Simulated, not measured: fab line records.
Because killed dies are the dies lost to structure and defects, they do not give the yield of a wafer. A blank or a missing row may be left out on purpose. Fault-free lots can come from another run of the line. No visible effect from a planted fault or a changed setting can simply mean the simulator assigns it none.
fab line records | flow sky130
[record] lots = 7 | wafers = 21 | last_day = 50
route steps=708 shown POLY_CUT@310 SD_P@320 RES_XHIGH@332 SD_N@342
lots untouched by any fault: they come from a run of this same line in which no faults occurred
start_h: the number of hours between the record's first day and the start of the first shown wafer of the lot | wait_h: time in hours since the lot's previous step | " same as the row above | L1.1+2: one row covering several wafers at once | - no value, or no start was given | * or withheld: withheld | < > ~ a bound
route shown NAME@n: NAME is a module with steps in the file, n the number in the route of the first one | usual: mean/standard deviation taken from wafers without a fault | same: alike in all rows | chamber/n: place in a boat | sites: readings site by site | _std_site: the standard deviation of these | _edge_site: the outer-site mean with the inner-site mean subtracted | radius_mm: how far each site lies from the wafer's centre | mask NAME#n: copy n | behind: tool/chamber where the wafer was last shaped | hold: why the lot was held/for how many hours/how that ended | device: names the non-switching transistor (n, p or np) | end of line: the tests these same wafers got at the end of their route | a step without rows: its recipe alone | killed: dies that structure and defects cost at the first sort, which is not the same as the wafer's yield | map: shows each die of a wafer: x if killed, . if not, _ if none is there
set.NAME: the setting as run; set.NAME@STEP: as run at that earlier step | model.NAME: the simulator's own value behind a step, which no gauge read
lots seen at some steps along the route; tables by step, rows by wafer
services: when a tool's chamber went out of use (start_h, in hours from the record's first day, below 0 if earlier), for how many hours, and the reason
[[steps]]
[step SKY_POLY_CUT_COAT_03]
[recipe] resist = KrF-thick | spin_rpm = 3000 | resist_thk_nm = 450
[step SKY_POLY_CUT_SOFTBAKE_04]
[recipe] temp_c = 100 | time_s = 90 | resist = KrF-thick
[step SKY_POLY_CUT_EXPOSE_05]
[recipe] mask_id = NPCM | na = 0.8 | source_shape = annular | sigma_inner = 0.55 | sigma_outer = 0.85 | target_cd_nm = 270 | dose_mj = 32
[step SKY_POLY_CUT_PEB_06]
[recipe] peb_temp_c = withheld | peb_time_s = withheld | resist = KrF-thick
[step SKY_POLY_CUT_DEVELOP_07]
[recipe] develop_time_s = 60 | resist = KrF-thick | dev_temp_c = 21
[step SKY_POLY_CUT_CD_MEAS_08]
[recipe] target_cd_nm = 270
[usual] cd_nm = 269.9/1.5
lot.wafer | tool      | chamber | start_h | wait_h | cd_nm
L635.4    | cd_sem-02 | -       | 554.81  | -      | 267.6
L635.5    | "         | -       | "       | "      | 266.0
L635.6    | "         | -       | "       | "      | 266.6
L638.3    | cd_sem-02 | -       | 585.50  | -      | 269.6
L638.4    | "         | -       | "       | "      | 267.9
L638.6    | "         | -       | "       | "      | 270.5
L639.4    | cd_sem-01 | -       | 593.27  | -      | 269.8
L639.5    | "         | -       | "       | "      | 269.6
L639.6    | "         | -       | "       | "      | 270.6
L640.3    | cd_sem-02 | -       | 602.44  | -      | 270.5
L640.4    | "         | -       | "       | "      | 270.2
L640.5    | "         | -       | "       | "      | 270.7
L646.1    | cd_sem-02 | -       | 666.05  | -      | 271.2
L646.4    | "         | -       | "       | "      | 271.0
L646.5    | "         | -       | "       | "      | 271.2
L647.1    | cd_sem-01 | -       | 667.11  | -      | 270.0
L647.2    | "         | -       | "       | "      | 269.9
L647.5    | "         | -       | "       | "      | 270.9
L656.2    | cd_sem-01 | -       | 733.17  | -      | 271.7
L656.4    | "         | -       | "       | "      | 269.9
L656.6    | "         | -       | "       | "      | 270.0
[step SKY_POLY_CUT_OVL_MEAS_09]
[usual] POLY_CUT_OVL = -1/5.7
lot.wafer | tool       | chamber | start_h | wait_h | POLY_CUT_OVL[nm]
L635.4    | overlay-02 | -       | 554.89  | 0.1    | 8
L635.5    | "          | -       | "       | "      | 13
L635.6    | "          | -       | "       | "      | 2
L638.3    | overlay-02 | -       | 585.59  | 0.1    | 1
L638.4    | "          | -       | "       | "      | 3
L638.6    | "          | -       | "       | "      | 0
L639.4    | overlay-01 | -       | 593.35  | 0.1    | -3
L639.5    | "          | -       | "       | "      | -10
L639.6    | "          | -       | "       | "      | -3
L640.3    | overlay-01 | -       | 602.54  | 0.1    | -4
L640.4    | "          | -       | "       | "      | -5
L640.5    | "          | -       | "       | "      | -14
L646.1    | overlay-02 | -       | 666.17  | 0.1    | -2
L646.4    | "          | -       | "       | "      | -13
L646.5    | "          | -       | "       | "      | -6
L647.1    | overlay-01 | -       | 667.23  | 0.1    | 11
L647.2    | "          | -       | "       | "      | 5
L647.5    | "          | -       | "       | "      | 15
L656.2    | overlay-02 | -       | 733.28  | 0.1    | -1
L656.4    | "          | -       | "       | "      | -2
L656.6    | "          | -       | "       | "      | -8
[step SKY_POLY_CUT_ETCH_10]
[recipe] chemistry = N2/H2 | target = BARC | ion_energy_ev = 200 | source_w = 500 | bias_w = 100 | pressure_mtorr = 30 | n2_flow_sccm = 100 | h2_flow_sccm = 200 | stop_on = SiO2 | time_s = 45.9 | target_depth_a = 600
[usual] drypump_motor_current_A = 5.8/0.35 | oes_product_au = 0.856/0.005 | rf_fwd_power_W = 495.4/2 | throttle_valve_pct = 13.225/0.0096
lot.wafer | tool        | chamber | start_h | wait_h | drypump_motor_current_A | oes_product_au | rf_fwd_power_W | rf_hours_counter_h | throttle_valve_pct
L635.4    | rie_diel-03 | 2       | 554.91  | 0.0    | 5.7                     | 0.856          | 494.8          | 4                  | 13.217
L635.5    | "           | 1       | "       | "      | 6.2                     | 0.865          | 496.1          | -                  | 13.235
L635.6    | "           | 2       | "       | "      | 5.7                     | 0.857          | 497.3          | -                  | 13.231
L638.3    | rie_diel-03 | 0       | 585.62  | 0.0    | 5.1                     | 0.853          | 499.6          | 56                 | 13.227
L638.4    | "           | 1       | "       | "      | 6.2                     | 0.871          | 494.4          | 8                  | 13.219
L638.6    | "           | 2       | "       | "      | 5.7                     | 0.862          | 493.9          | -                  | 13.230
L639.4    | rie_diel-04 | 3       | 593.36  | 0.0    | 5.7                     | 0.856          | 498.2          | 16                 | 13.222
L639.5    | "           | 3       | "       | "      | 5.6                     | 0.859          | 496.8          | -                  | 13.221
L639.6    | "           | 2       | "       | "      | 6.2                     | 0.859          | 498.6          | -                  | 13.242
L640.3    | rie_diel-04 | 2       | 602.56  | 0.0    | 6.2                     | 0.859          | 494.8          | 1                  | 13.217
L640.4    | "           | 3       | "       | "      | 5.6                     | 0.851          | 497.4          | 16                 | 13.207
L640.5    | "           | 0       | "       | "      | 5.7                     | 0.846          | 495.4          | -                  | 13.222
L646.1    | rie_diel-01 | 1       | 666.21  | 0.0    | 5.8                     | 0.855          | 492.9          | 4                  | 13.228
L646.4    | "           | 0       | "       | "      | 5.7                     | 0.851          | 495.7          | 1                  | 13.230
L646.5    | "           | 0       | "       | "      | 5.7                     | 0.861          | 496.8          | -                  | 13.226
L647.1    | rie_diel-01 | 2       | 667.26  | 0.0    | 6.1                     | 0.855          | 493.0          | 38                 | 13.227
L647.2    | "           | 0       | "       | "      | 5.7                     | 0.855          | 495.6          | 2                  | 13.229
L647.5    | "           | 0       | "       | "      | 5.7                     | 0.851          | 499.1          | -                  | 13.237
L656.2    | rie_diel-04 | 0       | 733.31  | 0.0    | 5.8                     | 0.865          | 496.8          | 40                 | 13.242
L656.4    | "           | 2       | "       | "      | 6.2                     | 0.857          | 496.8          | 4                  | 13.217
L656.6    | "           | 1       | "       | "      | 6.1                     | 0.859          | 494.2          | -                  | 13.223
[step SKY_POLY_CUT_ETCH_11]
[recipe] target = Si3N4 | chemistry = CF4/CH2F2/Ar | stop_on = poly-Si | source_w = 600 | bias_w = 150 | pressure_mtorr = 40 | cf4_flow_sccm = 40 | ch2f2_flow_sccm = 20 | Ar_flow_sccm = 150 | time_s = 42.5 | target_depth_a = 600
[usual] drypump_motor_current_A = 5.8/0.35 | oes_product_au = 0.831/0.0071 | rf_fwd_power_W = 594.1/2.4 | throttle_valve_pct = 14.995/0.0089
lot.wafer | tool        | chamber | start_h | wait_h | drypump_motor_current_A | oes_product_au | rf_fwd_power_W | rf_hours_counter_h | throttle_valve_pct
L635.4    | rie_diel-03 | 2       | 554.95  | 0.0    | 5.7                     | 0.825          | 592.6          | 4                  | 14.985
L635.5    | "           | 1       | "       | "      | 6.3                     | 0.824          | 594.9          | -                  | 14.976
L635.6    | "           | 2       | "       | "      | 5.7                     | 0.827          | 591.8          | -                  | 14.995
L638.3    | rie_diel-03 | 0       | 585.66  | 0.0    | 5.1                     | 0.812          | 598.0          | 56                 | 14.998
L638.4    | "           | 1       | "       | "      | 6.3                     | 0.816          | 593.8          | 8                  | 15.007
L638.6    | "           | 2       | "       | "      | 5.8                     | 0.817          | 593.2          | -                  | 14.993
L639.4    | rie_diel-04 | 3       | 593.41  | 0.0    | 5.7                     | 0.846          | 593.2          | 16                 | 14.997
L639.5    | "           | 3       | "       | "      | 5.7                     | 0.824          | 592.8          | -                  | 14.992
L639.6    | "           | 2       | "       | "      | 6.2                     | 0.832          | 594.0          | -                  | 14.995
L640.3    | rie_diel-04 | 2       | 602.60  | 0.0    | 6.2                     | 0.823          | 594.8          | 1                  | 14.991
L640.4    | "           | 3       | "       | "      | 5.7                     | 0.829          | 594.3          | 16                 | 14.994
L640.5    | "           | 0       | "       | "      | 5.7                     | 0.830          | 598.4          | -                  | 14.996
L646.1    | rie_diel-01 | 1       | 666.25  | 0.0    | 5.8                     | 0.838          | 594.0          | 4                  | 14.995
L646.4    | "           | 0       | "       | "      | 5.7                     | 0.827          | 600.8          | 1                  | 14.991
L646.5    | "           | 0       | "       | "      | 5.7                     | 0.823          | 597.7          | -                  | 14.990
L647.1    | rie_diel-01 | 2       | 667.31  | 0.0    | 6.1                     | 0.830          | 593.0          | 38                 | 14.999
L647.2    | "           | 0       | "       | "      | 5.7                     | 0.842          | 595.2          | 2                  | 14.995
L647.5    | "           | 0       | "       | "      | 5.7                     | 0.840          | 593.7          | -                  | 15.002
L656.2    | rie_diel-04 | 0       | 733.35  | 0.0    | 5.7                     | 0.836          | 592.1          | 40                 | 14.993
L656.4    | "           | 2       | "       | "      | 6.2                     | 0.835          | 596.1          | 4                  | 14.991
L656.6    | "           | 1       | "       | "      | 6.1                     | 0.826          | 592.0          | -                  | 15.004
[step SKY_POLY_CUT_STRIP_12]
[recipe] chemistry = O2/N2 | power_w = 1400 | pressure_mtorr = 1500 | platen_temp_c = withheld | o2_flow_sccm = 3000 | n2_flow_sccm = 300 | overash_fraction = 0.5
[usual] drypump_motor_current_A = 5.69/0.25 | oes_product_au = 0.453/0.0045 | strip_time_to_endpoint_s = 5.365/0.017
lot.wafer | tool            | chamber | start_h | wait_h | drypump_motor_current_A | oes_product_au | rf_hours_counter_h | strip_time_to_endpoint_s
L635.4    | plasma_asher-03 | 1       | 555.03  | 0.1    | 5.54                    | 0.447          | -                  | 5.377
L635.5    | "               | 1       | "       | "      | 5.55                    | 0.455          | -                  | 5.388
L635.6    | "               | 0       | "       | "      | 6.03                    | 0.456          | -                  | 5.369
L638.3    | plasma_asher-01 | 1       | 585.73  | 0.1    | 5.99                    | 0.455          | -                  | 5.344
L638.4    | "               | 0       | "       | "      | 5.40                    | 0.455          | -                  | 5.386
L638.6    | "               | 0       | "       | "      | 5.41                    | 0.454          | -                  | 5.378
L639.4    | plasma_asher-03 | 0       | 593.48  | 0.1    | 6.05                    | 0.451          | -                  | 5.333
L639.5    | "               | 0       | "       | "      | 6.03                    | 0.448          | -                  | 5.356
L639.6    | "               | 1       | "       | "      | 5.52                    | 0.448          | -                  | 5.348
L640.3    | plasma_asher-03 | 0       | 602.67  | 0.1    | 6.07                    | 0.446          | -                  | 5.349
L640.4    | "               | 1       | "       | "      | 5.52                    | 0.454          | -                  | 5.361
L640.5    | "               | 1       | "       | "      | 5.54                    | 0.447          | -                  | 5.345
L646.1    | plasma_asher-03 | 0       | 666.29  | 0.0    | 6.06                    | 0.457          | 84                 | 5.385
L646.4    | "               | 1       | "       | "      | 5.53                    | 0.453          | -                  | 5.370
L646.5    | "               | 0       | "       | "      | 6.02                    | 0.454          | -                  | 5.346
L647.1    | plasma_asher-02 | 0       | 667.35  | 0.0    | 5.47                    | 0.442          | 23                 | 5.365
L647.2    | "               | 1       | "       | "      | 5.74                    | 0.453          | 23                 | 5.367
L647.5    | "               | 1       | "       | "      | 5.73                    | 0.453          | -                  | 5.393
L656.2    | plasma_asher-03 | 0       | 733.39  | 0.0    | 6.01                    | 0.448          | 90                 | 5.392
L656.4    | "               | 1       | "       | "      | 5.54                    | 0.451          | -                  | 5.381
L656.6    | "               | 1       | "       | "      | 5.54                    | 0.449          | -                  | 5.399
[step SKY_SD_P_DEHYDRATE_00]
[recipe] temp_c = 200 | time_s = 60
[step SKY_SD_P_HMDS_01]
[recipe] prime_time_s = 60 | prime_temp_c = 120
[step SKY_SD_P_COAT_02]
[recipe] resist = NOVOLAK | spin_rpm = 3000 | resist_thk_nm = 1140
[usual] chill_plate_temp_C = 23.02/0.12 | dispense_pressure_kPa = 49/3.9
lot.wafer | tool           | chamber | start_h | wait_h | chill_plate_temp_C | dispense_pressure_kPa
L635.4    | litho_track-03 | 0       | 568.84  | 0.1    | 22.93              | 47
L635.5    | "              | 0       | "       | "      | 22.74              | 47
L635.6    | "              | 0       | "       | "      | 22.85              | 47
L638.3    | litho_track-02 | -       | 599.40  | 0.1    | -                  | -
L638.4    | "              | -       | "       | "      | -                  | -
L638.6    | "              | -       | "       | "      | -                  | -
L639.4    | litho_track-04 | -       | 607.64  | 0.1    | -                  | -
L639.5    | "              | -       | "       | "      | -                  | -
L639.6    | "              | -       | "       | "      | -                  | -
L640.3    | litho_track-02 | -       | 617.60  | 0.1    | -                  | -
L640.4    | "              | -       | "       | "      | -                  | -
L640.5    | "              | -       | "       | "      | -                  | -
L646.1    | litho_track-04 | 0       | 680.21  | 0.1    | 23.12              | 53
L646.4    | "              | 0       | "       | "      | 23.07              | 53
L646.5    | "              | 0       | "       | "      | 22.97              | 53
L647.1    | litho_track-04 | 0       | 681.46  | 0.1    | 23.14              | 53
L647.2    | "              | 0       | "       | "      | 22.98              | 53
L647.5    | "              | 0       | "       | "      | 22.96              | 53
L656.2    | litho_track-03 | 0       | 747.24  | 0.1    | 22.95              | 47
L656.4    | "              | 0       | "       | "      | 22.85              | 47
L656.6    | "              | 0       | "       | "      | 23.02              | 47
[step SKY_SD_P_SOFTBAKE_03]
[recipe] temp_c = 90 | time_s = 60 | resist = NOVOLAK
[step SKY_SD_P_EXPOSE_04]
[recipe] mask_id = PSDM | na = 0.6 | source_shape = conventional | sigma_outer = 0.6 | polarization = unpolarized | target_cd_nm = 380 | dose_mj = 138
[step SKY_SD_P_PEB_05]
[recipe] temp_c = withheld | time_s = * | resist = NOVOLAK
[step SKY_SD_P_DEVELOP_06]
[recipe] resist = NOVOLAK | developer = TMAH | develop_time_s = 60 | dev_temp_c = 23
[step SKY_SD_P_CD_MEAS_07]
[recipe] target_cd_nm = 380
[usual] cd_nm = 380.3/3
lot.wafer | tool      | chamber | start_h | wait_h | cd_nm
L635.4    | cd_sem-01 | -       | 584.37  | 0.1    | 382.4
L635.5    | "         | -       | "       | "      | 383.1
L635.6    | "         | -       | "       | "      | 383.8
L638.3    | cd_sem-02 | -       | 614.54  | 0.1    | -
L638.4    | "         | -       | "       | "      | -
L638.6    | "         | -       | "       | "      | -
L639.4    | cd_sem-02 | -       | 621.91  | 0.1    | -
L639.5    | "         | -       | "       | "      | -
L639.6    | "         | -       | "       | "      | -
L640.3    | cd_sem-01 | -       | 632.00  | 0.1    | -
L640.4    | "         | -       | "       | "      | -
L640.5    | "         | -       | "       | "      | -
L646.1    | cd_sem-02 | -       | 694.61  | 0.1    | 379.0
L646.4    | "         | -       | "       | "      | 374.7
L646.5    | "         | -       | "       | "      | 377.6
L647.1    | cd_sem-02 | -       | 695.66  | 0.1    | 375.7
L647.2    | "         | -       | "       | "      | 375.1
L647.5    | "         | -       | "       | "      | 377.3
L656.2    | cd_sem-02 | -       | 761.78  | 0.1    | 377.9
L656.4    | "         | -       | "       | "      | 373.9
L656.6    | "         | -       | "       | "      | 380.1
[step SKY_SD_P_OVL_MEAS_08]
[usual] SD_P_OVL = -0.7/1.7
lot.wafer | tool       | chamber | start_h | wait_h | SD_P_OVL[nm]
L635.4    | overlay-01 | -       | 584.45  | 0.1    | -2.3
L635.5    | "          | -       | "       | "      | -1.8
L635.6    | "          | -       | "       | "      | -2.2
L638.3    | overlay-02 | -       | 614.64  | 0.1    | -
L638.4    | "          | -       | "       | "      | -
L638.6    | "          | -       | "       | "      | -
L639.4    | overlay-02 | -       | 621.99  | 0.1    | -
L639.5    | "          | -       | "       | "      | -
L639.6    | "          | -       | "       | "      | -
L640.3    | overlay-01 | -       | 632.09  | 0.1    | -
L640.4    | "          | -       | "       | "      | -
L640.5    | "          | -       | "       | "      | -
L646.1    | overlay-02 | -       | 694.73  | 0.1    | -0.4
L646.4    | "          | -       | "       | "      | -1.8
L646.5    | "          | -       | "       | "      | -2.9
L647.1    | overlay-01 | -       | 695.78  | 0.1    | -1.3
L647.2    | "          | -       | "       | "      | -2.5
L647.5    | "          | -       | "       | "      | -1.0
L656.2    | overlay-02 | -       | 761.89  | 0.1    | -0.3
L656.4    | "          | -       | "       | "      | 1.9
L656.6    | "          | -       | "       | "      | 0.9
[step SKY_SD_P_IMPLANT_09]
[recipe] species = BF2 | energy_kev = 20 | dose_cm2 = 3e+15 | tilt_deg = 0
[step SKY_SD_P_STRIP_10]
[recipe] chemistry = O2/N2 | power_w = 1400 | pressure_mtorr = 1500 | platen_temp_c = withheld | o2_flow_sccm = 3000 | n2_flow_sccm = 300 | overash_fraction = 0.5
[usual] drypump_motor_current_A = 5.6/0.4 | oes_product_au = 0.618/0.0042 | strip_time_to_endpoint_s = 17.50/0.036
lot.wafer | tool            | chamber | start_h | wait_h | drypump_motor_current_A | oes_product_au | rf_hours_counter_h | strip_time_to_endpoint_s
L635.4    | plasma_asher-01 | 1       | 584.65  | 0.1    | 6.0                     | 0.619          | -                  | 17.49
L635.5    | "               | 1       | "       | "      | 6.0                     | 0.619          | -                  | 17.57
L635.6    | "               | 0       | "       | "      | 5.5                     | 0.624          | -                  | 17.46
L638.3    | plasma_asher-01 | 0       | 614.84  | 0.1    | 5.4                     | -              | -                  | -
L638.4    | "               | 1       | "       | "      | 6.0                     | -              | -                  | -
L638.6    | "               | 0       | "       | "      | 5.4                     | -              | -                  | -
L639.4    | plasma_asher-01 | 1       | 622.19  | 0.1    | 6.0                     | -              | -                  | -
L639.5    | "               | 1       | "       | "      | 6.0                     | -              | -                  | -
L639.6    | "               | 0       | "       | "      | 5.4                     | -              | -                  | -
L640.3    | plasma_asher-01 | 1       | 632.30  | 0.1    | 6.0                     | -              | -                  | -
L640.4    | "               | 0       | "       | "      | 5.4                     | -              | -                  | -
L640.5    | "               | 1       | "       | "      | 6.0                     | -              | -                  | -
L646.1    | plasma_asher-01 | 1       | 694.92  | 0.1    | 6.0                     | 0.617          | 97                 | 17.51
L646.4    | "               | 1       | "       | "      | 6.0                     | 0.618          | -                  | 17.58
L646.5    | "               | 0       | "       | "      | 5.5                     | 0.617          | -                  | 17.52
L647.1    | plasma_asher-01 | 0       | 695.97  | 0.1    | 5.4                     | 0.617          | 97                 | 17.47
L647.2    | "               | 1       | "       | "      | 6.0                     | 0.619          | 97                 | 17.49
L647.5    | "               | 0       | "       | "      | 5.4                     | 0.615          | -                  | 17.45
L656.2    | plasma_asher-01 | 1       | 762.07  | 0.1    | 6.0                     | 0.619          | 2                  | 17.56
L656.4    | "               | 1       | "       | "      | 6.0                     | 0.613          | -                  | 17.54
L656.6    | "               | 0       | "       | "      | 5.5                     | 0.622          | -                  | 17.50
[step SKY_SD_P_TW_MEAS_11]
[usual] SD_P_TW = 2848/30
lot.wafer | tool          | chamber | start_h | wait_h | SD_P_TW
L635.4    | film_metro-03 | -       | 584.75  | 0.1    | 2865
L635.5    | "             | -       | "       | "      | 2867
L635.6    | "             | -       | "       | "      | 2865
L638.3    | film_metro-02 | -       | 614.93  | 0.1    | 2832
L638.4    | "             | -       | "       | "      | 2842
L638.6    | "             | -       | "       | "      | 2833
L639.4    | film_metro-01 | -       | 622.29  | 0.1    | 2821
L639.5    | "             | -       | "       | "      | 2813
L639.6    | "             | -       | "       | "      | 2802
L640.3    | film_metro-01 | -       | 632.39  | 0.1    | 2834
L640.4    | "             | -       | "       | "      | 2816
L640.5    | "             | -       | "       | "      | 2815
L646.1    | film_metro-01 | -       | 695.02  | 0.1    | 2806
L646.4    | "             | -       | "       | "      | 2806
L646.5    | "             | -       | "       | "      | 2814
L647.1    | film_metro-03 | -       | 696.07  | 0.1    | 2879
L647.2    | "             | -       | "       | "      | 2848
L647.5    | "             | -       | "       | "      | 2878
L656.2    | film_metro-03 | -       | 762.18  | 0.1    | 2885
L656.4    | "             | -       | "       | "      | 2891
L656.6    | "             | -       | "       | "      | 2874
[step SKY_RES_XHIGH_DEHYDRATE_00]
[recipe] temp_c = 200 | time_s = 60
[step SKY_RES_XHIGH_HMDS_01]
[recipe] prime_time_s = 60 | prime_temp_c = 120
[step SKY_RES_XHIGH_COAT_02]
[recipe] resist = NOVOLAK | spin_rpm = 3000 | resist_thk_nm = 1140
[step SKY_RES_XHIGH_SOFTBAKE_03]
[recipe] temp_c = 90 | time_s = 60 | resist = NOVOLAK
[step SKY_RES_XHIGH_EXPOSE_04]
[recipe] mask_id = URPM | na = 0.6 | source_shape = conventional | sigma_outer = 0.6 | polarization = unpolarized | target_cd_nm = 1270 | dose_mj = 140
[step SKY_RES_XHIGH_PEB_05]
[recipe] temp_c = withheld | time_s = * | resist = NOVOLAK
[step SKY_RES_XHIGH_DEVELOP_06]
[recipe] resist = NOVOLAK | developer = TMAH | develop_time_s = 60 | dev_temp_c = 23
[step SKY_RES_XHIGH_IMPLANT_07]
[recipe] species = BF2 | energy_kev = 20 | dose_cm2 = 3.6e+14 | tilt_deg = 0
[step SKY_RES_XHIGH_STRIP_08]
[recipe] chemistry = O2/N2 | power_w = 1400 | pressure_mtorr = 1500 | platen_temp_c = withheld | o2_flow_sccm = 3000 | n2_flow_sccm = 300 | overash_fraction = 0.5
[usual] drypump_motor_current_A = 5.4/0.41 | oes_product_au = 0.711/0.0044 | strip_time_to_endpoint_s = 14.28/0.036
lot.wafer | tool            | chamber | start_h | wait_h | drypump_motor_current_A | oes_product_au | rf_hours_counter_h | strip_time_to_endpoint_s
L635.4    | plasma_asher-04 | 1       | 613.59  | 0.1    | 4.7                     | 0.714          | -                  | 14.25
L635.5    | "               | 1       | "       | "      | 4.7                     | 0.715          | -                  | 14.24
L635.6    | "               | 0       | "       | "      | 5.2                     | 0.706          | -                  | 14.24
L638.3    | plasma_asher-01 | 1       | 643.64  | 0.1    | 6.0                     | 0.714          | -                  | 14.29
L638.4    | "               | 0       | "       | "      | 5.4                     | 0.711          | -                  | 14.28
L638.6    | "               | 0       | "       | "      | 5.5                     | 0.710          | -                  | 14.30
L639.4    | plasma_asher-01 | 1       | 651.34  | 0.1    | 6.0                     | 0.711          | -                  | 14.27
L639.5    | "               | 1       | "       | "      | 6.0                     | 0.708          | -                  | 14.26
L639.6    | "               | 0       | "       | "      | 5.4                     | 0.710          | -                  | 14.24
L640.3    | plasma_asher-01 | 1       | 661.29  | 0.1    | 6.0                     | 0.709          | -                  | 14.34
L640.4    | "               | 0       | "       | "      | 5.4                     | 0.705          | -                  | 14.36
L640.5    | "               | 1       | "       | "      | 6.0                     | 0.713          | -                  | 14.31
L646.1    | plasma_asher-02 | 1       | 721.86  | 0.1    | 5.7                     | 0.706          | 29                 | 14.28
L646.4    | "               | 0       | "       | "      | 5.4                     | 0.705          | -                  | 14.33
L646.5    | "               | 0       | "       | "      | 5.5                     | 0.712          | -                  | 14.33
L647.1    | plasma_asher-04 | 1       | 724.16  | 0.1    | 4.8                     | 0.712          | 60                 | 14.36
L647.2    | "               | 0       | "       | "      | 5.2                     | 0.717          | 60                 | 14.30
L647.5    | "               | 1       | "       | "      | 4.7                     | 0.707          | -                  | 14.33
L656.2    | plasma_asher-04 | 1       | 789.36  | 0.1    | 4.7                     | 0.708          | 67                 | 14.28
L656.4    | "               | 0       | "       | "      | 5.2                     | 0.703          | -                  | 14.29
L656.6    | "               | 1       | "       | "      | 4.7                     | 0.706          | -                  | 14.31
[step SKY_RES_XHIGH_TW_MEAS_09]
[usual] RES_XHIGH_TW = 1650/15
lot.wafer | tool          | chamber | start_h | wait_h | RES_XHIGH_TW
L635.4    | film_metro-03 | -       | 613.69  | 0.1    | 1668
L635.5    | "             | -       | "       | "      | 1656
L635.6    | "             | -       | "       | "      | 1658
L638.3    | film_metro-01 | -       | 643.73  | 0.1    | 2858
L638.4    | "             | -       | "       | "      | 2863
L638.6    | "             | -       | "       | "      | 2853
L639.4    | film_metro-02 | -       | 651.44  | 0.1    | 2890
L639.5    | "             | -       | "       | "      | 2893
L639.6    | "             | -       | "       | "      | 2886
L640.3    | film_metro-01 | -       | 661.38  | 0.1    | 2865
L640.4    | "             | -       | "       | "      | 2872
L640.5    | "             | -       | "       | "      | 2867
L646.1    | film_metro-02 | -       | 721.96  | 0.1    | 1654
L646.4    | "             | -       | "       | "      | 1654
L646.5    | "             | -       | "       | "      | 1661
L647.1    | film_metro-03 | -       | 724.26  | 0.1    | 1673
L647.2    | "             | -       | "       | "      | 1673
L647.5    | "             | -       | "       | "      | 1673
L656.2    | film_metro-02 | -       | 789.47  | 0.1    | 1643
L656.4    | "             | -       | "       | "      | 1647
L656.6    | "             | -       | "       | "      | 1648
[step SKY_SD_N_DEHYDRATE_00]
[recipe] temp_c = 200 | time_s = 60
[[services]]
tool            | chamber | start_h | hours | kind
rie_diel-04     | -       | 557.84  | 1.0   | repair
plasma_asher-03 | -       | 585.14  | 5.2   | repair
rie_diel-04     | -       | 621.68  | 0.1   | repair
rie_diel-04     | -       | 630.53  | 2.8   | pm
plasma_asher-03 | -       | 633.32  | 2.1   | repair
plasma_asher-04 | -       | 660.52  | 18.9  | pm
rie_diel-01     | 0       | 667.44  | 16.9  | repair
rie_diel-03     | 2       | 694.78  | 5.4   | repair
rie_diel-01     | -       | 695.31  | 3.6   | repair
plasma_asher-03 | -       | 701.20  | 5.6   | repair
rie_diel-03     | 2       | 720.69  | 5.6   | repair
rie_diel-01     | 0       | 728.26  | 2.7   | repair
plasma_asher-03 | -       | 728.41  | 1.7   | repair
plasma_asher-01 | -       | 733.75  | 9.0   | pm
plasma_asher-01 | 0       | 733.75  | 9.0   | vent_cycle
plasma_asher-01 | 1       | 733.75  | 9.0   | vent_cycle
plasma_asher-01 | 0       | 742.75  | -     | clean
plasma_asher-01 | 1       | 742.75  | -     | clean
rie_diel-03     | 0       | 756.62  | 5.5   | repair
rie_diel-04     | 0       | 760.31  | -     | clean
rie_diel-04     | 0       | 760.31  | 21.5  | scheduled_down
rie_diel-04     | 0       | 760.31  | 21.5  | vent_cycle
plasma_asher-01 | -       | 765.42  | 0.5   | repair
rie_diel-01     | 1       | 784.23  | 1.2   | repair
[[key]]
[first_sign] step = SKY_SD_P_COAT_02 | reading = tool_record | direction = missing
[effect] step = SKY_SD_P_CD_MEAS_07 | reading = cd_nm | direction = missing
[effect] step = SKY_SD_P_OVL_MEAS_08 | reading = SD_P_OVL | direction = missing
[effect] step = SKY_RES_XHIGH_TW_MEAS_09 | reading = RES_XHIGH_TW | direction = up | sigmas = 81 | usual = 1650 | struck = 2872
met_at SKY_SD_P_COAT_02
struck_wafers L638.3,L638.4,L638.6,L639.4,L639.5,L639.6,L640.3,L640.4,L640.5
sort_left_out L638.3,L638.4,L638.6,L639.4,L639.5,L639.6,L640.3,L640.4,L640.5
tester_left_out L638,L639,L640
[fault] kind = skipped_step_whole | tool = litho_track-02,litho_track-04 | chamber = - | onset_h = 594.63 | steps = SKY_SD_P_COAT_02 | scope = struck_lots_only
// tester_left_out: of these lots the tester's yield and bins aren't shown, on N5 and GAA mostly nor the transistor test; their killed dies are dies lost to structure and defects alone, not to doping, threshold or leakage, so they don't give the yield
// sort_left_out: the simulated sort isn't trusted on such a fault, so these wafers' sort isn't shown, and their yield isn't known
